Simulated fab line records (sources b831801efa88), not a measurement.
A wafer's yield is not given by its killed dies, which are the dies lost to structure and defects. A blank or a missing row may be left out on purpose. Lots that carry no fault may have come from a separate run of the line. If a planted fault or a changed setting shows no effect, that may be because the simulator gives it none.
Struck lot and sound lot, side by side / flow sfqLine / 41 out of 325 route steps
Sound: the wafers L312.1, L312.4, L312.6. Wafers L316.3, L316.5, L316.6 were the ones struck. At the end, the cause is stated.
Per side, at each step with rows, come the tool, then ch with its chambers, and then its first start. Under that, the readings that differ: sound wafers / struck wafers / difference of the means / sigmas: that difference in standard deviations of wafers without a fault.
alike: a reading whose means differ by less than 2 such deviations, as well as words and numbers matching on both sides. not compared: withheld readings; readings where some wafer has no value; bounds like >300 that might hide an equal value; numbers whose values overlap and for which the record gives no deviation.
A row with sigmas, a row that says differs or no value, or rows on one side alone: a step with any of these is where the two part. Numbers that don't overlap but have no deviation are shown without sigmas and don't part them. A reading that every wafer of one side lacks parts them only if that side has two wafers or more.

first, 1 step without rows for these wafers: SFQ_TRILAYER_M2_DEP_SPUTTER_055 (material Nb, target thk 200 nm, time 133.3 s).
SFQ_M2_RS_MEAS_914: measures by four-point-probe.
  sound: filmMetro-04 at day 24 12:13; struck: filmMetro-03 at day 25 09:16
  alike: M2_NB_RS
then, 6 steps without rows for these wafers: SFQ_TRILAYER_M2_LITHO_COAT_062 (resist thk 62 nm); SFQ_TRILAYER_M2_LITHO_COAT_057 (resist thk 600 nm); SFQ_TRILAYER_M2_LITHO_SOFTBAKE_061; SFQ_TRILAYER_M2_LITHO_EXPOSE_058 (exposes mask M2, target cd 500 nm); SFQ_TRILAYER_M2_LITHO_PEB_060 (peb time 60 s); SFQ_TRILAYER_M2_LITHO_DEVELOP_059 (time 60 s).
-- the record jumps here: 6 days lie between the struck wafers' starts before and after --
SFQ_M2_OVL_MEAS_916:
  sound: overlay-01 at day 30 07:25; struck: overlay-02 at day 31 01:26
  alike: M2_OVL
SFQ_TRILAYER_M2_BARC_OPEN_METAL_ETCH_077: etches BARC in O2, target depth 125 nm, time 41.7 s.
  sound on rieMetal-03 ch 0,1, day 30 07:28; struck on rieMetal-01 ch 0,1, day 31 01:29
  alike: drypumpMotorCurrentA, oesProductAu
  not compared: rfHoursCounterH
then, 1 step without rows for these wafers: SFQ_TRILAYER_M2_ETCH_METAL_ETCH_060 (etches Nb in Cl2/Ar, stops on SiO2, target depth 240 nm, time 120 s).
SFQ_TRILAYER_M2_STRIP_STRIP_061: strips in O2.
  sound on rieMetal-03 ch 0,1, day 30 07:38; struck on rieMetal-01 ch 0,1, day 31 01:50
  no value came back on the struck wafers for chamberPressureMTorr (mTorr), drypumpMotorCurrentA (A), oesProductAu (a.u.); on the sound wafers chamberPressureMTorr (mTorr) reads 49.96 49.99 49.96
reading=model.KrF_of_TRILAYER_M2_LITHO_COAT_057.thkNm (nm); sound=0 0 0; struck=384.7 384.1 385.2; difference=+384.7; sigmas=
reading=model.BARC_of_TRILAYER_M2_LITHO_COAT_062.thkNm (nm); sound=0 0 0; struck=62.01 61.97 61.91; difference=+61.96; sigmas=
  not compared: rfHoursCounterH
then, 3 steps without rows for these wafers: SFQ_TRILAYER_M2_STRIP_SOLV_CLEAN_062 (cleans in NMP, time 600 s); SFQ_TRILAYER_I2_DEP_PECVD_063 (deposits SiO2 from SiH4/N2O, time 111.11 s, target thk 500 nm); SFQ_TRILAYER_I2_CMP_CMP_064 (polishes SiO2).
SFQ_I2_BOW_MEAS_917:
  sound: filmMetro-01 at day 30 11:44; struck: filmMetro-02 at day 31 06:08
  alike: I2_BOW
then, 7 steps without rows for these wafers: SFQ_TRILAYER_I2_METRO_MEASURE_065; SFQ_TRILAYER_I2_VIA_LITHO_COAT_072 (resist thk 62 nm); SFQ_TRILAYER_I2_VIA_LITHO_COAT_067 (resist thk 650 nm); SFQ_TRILAYER_I2_VIA_LITHO_SOFTBAKE_071; SFQ_TRILAYER_I2_VIA_LITHO_EXPOSE_068 (exposes mask I2, target cd 500 nm); SFQ_TRILAYER_I2_VIA_LITHO_PEB_070 (peb time 60 s); SFQ_TRILAYER_I2_VIA_LITHO_DEVELOP_069 (time 60 s).
SFQ_I2_OVL_MEAS_918:
  sound: overlay-02 at day 30 16:16; struck: overlay-01 at day 31 12:05
  alike: I2_OVL
SFQ_TRILAYER_I2_VIA_BARC_OPEN_VIA_ETCH_096: etches BARC in O2, target depth 125 nm, time 41.7 s.
  sound on rieDiel-01 ch 2,3, day 30 16:18; struck on rieDiel-03 ch 1,2, day 31 12:06
  alike: drypumpMotorCurrentA, oesProductAu
  not compared: rfHoursCounterH
SFQ_TRILAYER_I2_VIA_ETCH_VIA_ETCH_070: etches SiO2 in CHF3, stops on Nb, target depth 260 nm.
  sound on rieDiel-01 ch 2,3, day 30 16:20; struck on rieDiel-03 ch 1,2, day 31 12:08
  alike: drypumpMotorCurrentA, oesProductAu
then, 3 steps without rows for these wafers: SFQ_TRILAYER_I2_VIA_STRIP_STRIP_071 (strips in O2); SFQ_TRILAYER_I2_VIA_STRIP_SOLV_CLEAN_072 (cleans in NMP, time 600 s); SFQ_TRILAYER_M3_DEP_PRE_CLEAN_074 (time 22.5 s).
SFQ_TRILAYER_M3_DEP_SPUTTER_073: material Nb, target thk 200 nm, time 133.3 s.
  sound: pvdSputter-05 at day 30 17:16; struck: pvdSputter-05 at day 31 13:04
  alike: throttleValvePct
SFQ_M3_RS_MEAS_919: measures by four-point-probe.
  sound: filmMetro-03 at day 30 17:21; struck: filmMetro-01 at day 31 13:11
  alike: M3_NB_RS
then, 6 steps without rows for these wafers: SFQ_TRILAYER_M3_LITHO_COAT_080 (resist thk 62 nm); SFQ_TRILAYER_M3_LITHO_COAT_075 (resist thk 600 nm); SFQ_TRILAYER_M3_LITHO_SOFTBAKE_079; SFQ_TRILAYER_M3_LITHO_EXPOSE_076 (exposes mask M3, target cd 500 nm); SFQ_TRILAYER_M3_LITHO_PEB_078 (peb time 60 s); SFQ_TRILAYER_M3_LITHO_DEVELOP_077 (time 60 s).
-- the record jumps here: 2 days lie between the struck wafers' starts before and after --
SFQ_M3_OVL_MEAS_921:
  sound: overlay-02 at day 30 19:52; struck: overlay-02 at day 33 16:11
  alike: M3_OVL
then, 1 step without rows for these wafers: SFQ_TRILAYER_M3_BARC_OPEN_METAL_ETCH_100 (etches BARC in O2, target depth 125 nm, time 41.7 s).
SFQ_TRILAYER_M3_ETCH_METAL_ETCH_078: etches Nb in Cl2/Ar, stops on SiO2, target depth 240 nm, time 120 s.
  sound on rieMetal-01 ch 0,1, day 30 19:58; struck on rieMetal-01 ch 0, day 33 16:25
  alike: drypumpMotorCurrentA, oesProductAu
  not compared: rfHoursCounterH
-- the record jumps here: 38 days lie between the struck wafers' starts before and after --
SFQ_M8_BOW_MEAS_951:
  sound: filmMetro-03 at day 70 13:32; struck: filmMetro-03 at day 71 21:59
reading=model.etest.i2.linkOhm; sound=1.982 1.974 1.988; struck=1e+06 1e+06 1e+06; difference=+1e+06; sigmas=
  alike: M8_BOW

## WHERE THEY PART
At SFQ_TRILAYER_M2_STRIP_STRIP_061 and nowhere else, as far as this record goes. Later steps at which nothing parts them and some readings are alike: SFQ_I2_BOW_MEAS_917, SFQ_I2_OVL_MEAS_918, SFQ_TRILAYER_I2_VIA_BARC_OPEN_VIA_ETCH_096, SFQ_TRILAYER_I2_VIA_ETCH_VIA_ETCH_070, SFQ_TRILAYER_M3_DEP_SPUTTER_073, SFQ_M3_RS_MEAS_919, SFQ_M3_OVL_MEAS_921, SFQ_TRILAYER_M3_ETCH_METAL_ETCH_078, SFQ_M8_BOW_MEAS_951.

WHY: the cause the simulator had injected
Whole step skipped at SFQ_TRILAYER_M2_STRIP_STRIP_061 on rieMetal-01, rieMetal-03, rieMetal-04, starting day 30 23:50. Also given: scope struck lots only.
